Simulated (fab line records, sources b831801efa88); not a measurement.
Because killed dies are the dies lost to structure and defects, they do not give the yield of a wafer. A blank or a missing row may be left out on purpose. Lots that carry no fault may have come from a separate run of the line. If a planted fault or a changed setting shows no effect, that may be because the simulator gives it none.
A lot that was struck, set against a sound lot / flow sky130 / 44 out of 708 route steps
Sound: the wafers L812.1, L812.4, L812.5. Struck: wafers L825.2, L825.5 (left out: L825.1, a lot-mate that was not struck); the cause follows at the end.
Each step with rows lists, per side, the tool, then ch with its chambers, then its first start. Under that, the readings that differ: sound wafers / struck wafers / difference of the means / sigmas: that difference in standard deviations of wafers without a fault.
alike: readings with means less than 2 such deviations apart, plus words and numbers identical on both sides. not compared: withheld readings, readings lacking a value on some wafer, bounds such as >300 that could conceal the same value, and numbers that have no deviation in the record and whose values overlap.
The two part at a step that has a row with sigmas, a row that says differs or no value, or rows on one side only. Non-overlapping numbers with no deviation appear without sigmas and do not part them. Lack of a reading on every wafer of one side parts them only where that side has two or more wafers.

first, 4 steps without rows for these wafers: SKY_VIA4_STRIP_14 (strips in post etch residue remover, time 1200 s); SKY_VIA4_CLEAN_15 (cleans in IPA, time 180 s); SKY_VIA4_CLEAN_16 (cleans in O3/DIW); SKY_VIA4_SPUTTER_17 (material TiN, target thk 20 nm, time 80 s).
SKY_VIA4_CVD_18: deposits W, target thk 505 nm, time 152.14 s.
  sound on cvdW-01 ch 0,1, day 43 07:25; struck on cvdW-02 ch 1, day 46 15:46
  alike: heaterPowerW, susceptorTempC
SKY_VIA4_RS_MEAS_19: measurement is done with a four-point probe.
  sound on filmMetro-01 at day 43 07:35; struck on filmMetro-01 at day 46 15:55
  alike: VIA4_W_RS
SKY_VIA4_THK_MEAS_20: measures by xrf.
  sound on filmMetro-01 at day 43 07:42; struck on filmMetro-01 at day 46 16:02
  alike: VIA4_W_THK
then, 3 steps without rows for these wafers: SKY_VIA4_CMP_21 (polishes, stops on SiO2, t overpolish 25 s, target thk 0 nm); SKY_METAL5_SPUTTER_00 (material Ti, target thk 15 nm, time 10 s); SKY_METAL5_SPUTTER_01 (material TiN, target thk 20 nm, time 16.7 s).
SKY_METAL5_SPUTTER_02: material AlCu, target thk 1150 nm, time 61.2 s.
  sound on pvdSputter-01 at day 43 08:08; struck on pvdSputter-01 at day 46 16:27
  alike: throttleValvePct
SKY_METAL5_SPUTTER_03: material Ti, target thk 5 nm, time 3.3 s.
  sound on pvdSputter-01 at day 43 08:11; struck on pvdSputter-01 at day 46 16:30
  alike: throttleValvePct
SKY_METAL5_SPUTTER_04: material TiN, target thk 70 nm, time 58.3 s.
  sound on pvdSputter-01 at day 43 08:12; struck on pvdSputter-01 at day 46 16:31
reading=model.TiN_of_METAL5_SPUTTER_04.thkNm (nm); sound=70.93 70.37 70.89; struck=57.91 57.32; difference=-13.12; sigmas=
  alike: throttleValvePct
SKY_METAL5_RS_MEAS_05: measurement is done with a four-point probe.
  sound on filmMetro-02 at day 43 08:15; struck on filmMetro-04 at day 46 16:34
  alike: METAL5_ALCU_RS
SKY_METAL5_THK_MEAS_06: measures by xrf.
  sound on filmMetro-02 at day 43 08:22; struck on filmMetro-04 at day 46 16:41
reading=METAL5_ALCU_THK (nm); sound=1157 1141 1149; struck=1204 1198; difference=+52; sigmas=+4
then, 7 steps without rows for these wafers: SKY_METAL5_DEHYDRATE_07 (time 60 s); SKY_METAL5_HMDS_08 (prime time 60 s); SKY_METAL5_COAT_09 (resist thk 1800 nm); SKY_METAL5_SOFTBAKE_10 (time 60 s); SKY_METAL5_EXPOSE_11 (exposes mask MM5, target cd 1600 nm); SKY_METAL5_PEB_12; SKY_METAL5_DEVELOP_13 (develop time 60 s).
SKY_METAL5_DESCUM_14: chemistry O2, time 11 s.
  sound on rieMetal-04 ch 0,1, day 44 07:11; struck on rieMetal-04 ch 0,1, day 47 13:33
  alike: drypumpMotorCurrentA, oesProductAu
  not compared: rfHoursCounterH
then, 2 steps without rows for these wafers: SKY_METAL5_METAL_ETCH_15 (etches the open film in Cl2/BCl3, stops on SiO2, target depth 1260 nm, time 252 s); SKY_METAL5_STRIP_16 (strips in O2/N2).
SKY_METAL5_STRIP_17: strips in post etch residue remover, time 1200 s.
  sound on wetBench-01 ch 3, day 44 07:33; struck on wetBench-01 ch 1, day 47 13:55
reading=model.TiN_of_METAL5_SPUTTER_04.thkNm (nm); sound=70.5 69.95 70.46; struck=57.49 56.9; difference=-13.11; sigmas=
then, 3 steps without rows for these wafers: SKY_METAL5_CLEAN_18 (cleans in IPA, time 180 s); SKY_METAL5_CLEAN_19 (cleans in O3/DIW); SKY_PASSIVATION_CVD_00 (deposits SiO2, target thk 90 nm).
SKY_PASSIVATION_THK_MEAS_01:
  sound on filmMetro-03 at day 44 08:06; struck on filmMetro-01 at day 47 14:26
  alike: PASSIVATION_CVD_00_THK
SKY_PASSIVATION_CVD_02: deposits Si3N4, target thk 540 nm.
  sound on pecvd-04 ch 0,1,2, day 44 08:10; struck on pecvd-04 ch 2, day 47 14:29
  alike: heaterPowerW, susceptorTempC
SKY_PASSIVATION_THK_MEAS_03:
  sound on filmMetro-04 at day 44 08:23; struck on filmMetro-03 at day 47 14:45
  alike: PASSIVATION_CVD_02_THK
then, 7 steps without rows for these wafers: SKY_PASSIVATION_DEHYDRATE_04 (time 60 s); SKY_PASSIVATION_HMDS_05 (prime time 60 s); SKY_PASSIVATION_COAT_06 (resist thk 3000 nm); SKY_PASSIVATION_SOFTBAKE_07; SKY_PASSIVATION_EXPOSE_08 (exposes mask NSM, target cd 3000 nm); SKY_PASSIVATION_PEB_09; SKY_PASSIVATION_DEVELOP_10 (develop time 60 s).
SKY_PASSIVATION_ETCH_11: etches the open film in CF4/O2, stops on AlCu, target depth 725 nm, time 161.1 s.
  sound on rieDiel-03 ch 0,2,3, day 45 06:29; struck on rieDiel-04 ch 0,3, day 48 08:49
reading=oesProductAu (a.u.); sound=0.964 0.988 0.972; struck=0.959 0.958; difference=-0.016; sigmas=-2
reading=model.PASSIVATION.featureDepthNm (nm); sound=691.3 710.5 696.5; struck=675.9 676.7; difference=-23.1; sigmas=
  alike: drypumpMotorCurrentA, throttleValvePct
  not compared: rfHoursCounterH
then, 2 steps without rows for these wafers: SKY_PASSIVATION_STRIP_12 (strips in O2/N2); SKY_PAD_OPEN_DEHYDRATE_00 (time 60 s).
SKY_PAD_OPEN_ETCH_07: etches the open film in CF4/O2, stops on AlCu, target depth 725 nm, time 161.1 s.
  sound on rieDiel-01 ch 0,1, day 46 03:51; struck on rieDiel-03 ch 0,3, day 49 02:51
reading=oesProductAu (a.u.); sound=0.974 0.982 0.971; struck=0.954 0.952; difference=-0.023; sigmas=-3
reading=model.PAD_OPEN.featureDepthNm (nm); sound=691.3 710.5 696.5; struck=675.9 676.7; difference=-23.1; sigmas=
  alike: drypumpMotorCurrentA, throttleValvePct
  not compared: rfHoursCounterH
SKY_PAD_OPEN_PROBE_99:
  sound wafers here have rows in the record (prober-01, day 46 06:13); struck ones have none

== WHERE THEY PART ==
First at SKY_METAL5_THK_MEAS_06; last, within this record, at SKY_PAD_OPEN_PROBE_99.

WHY: the cause the simulator had injected
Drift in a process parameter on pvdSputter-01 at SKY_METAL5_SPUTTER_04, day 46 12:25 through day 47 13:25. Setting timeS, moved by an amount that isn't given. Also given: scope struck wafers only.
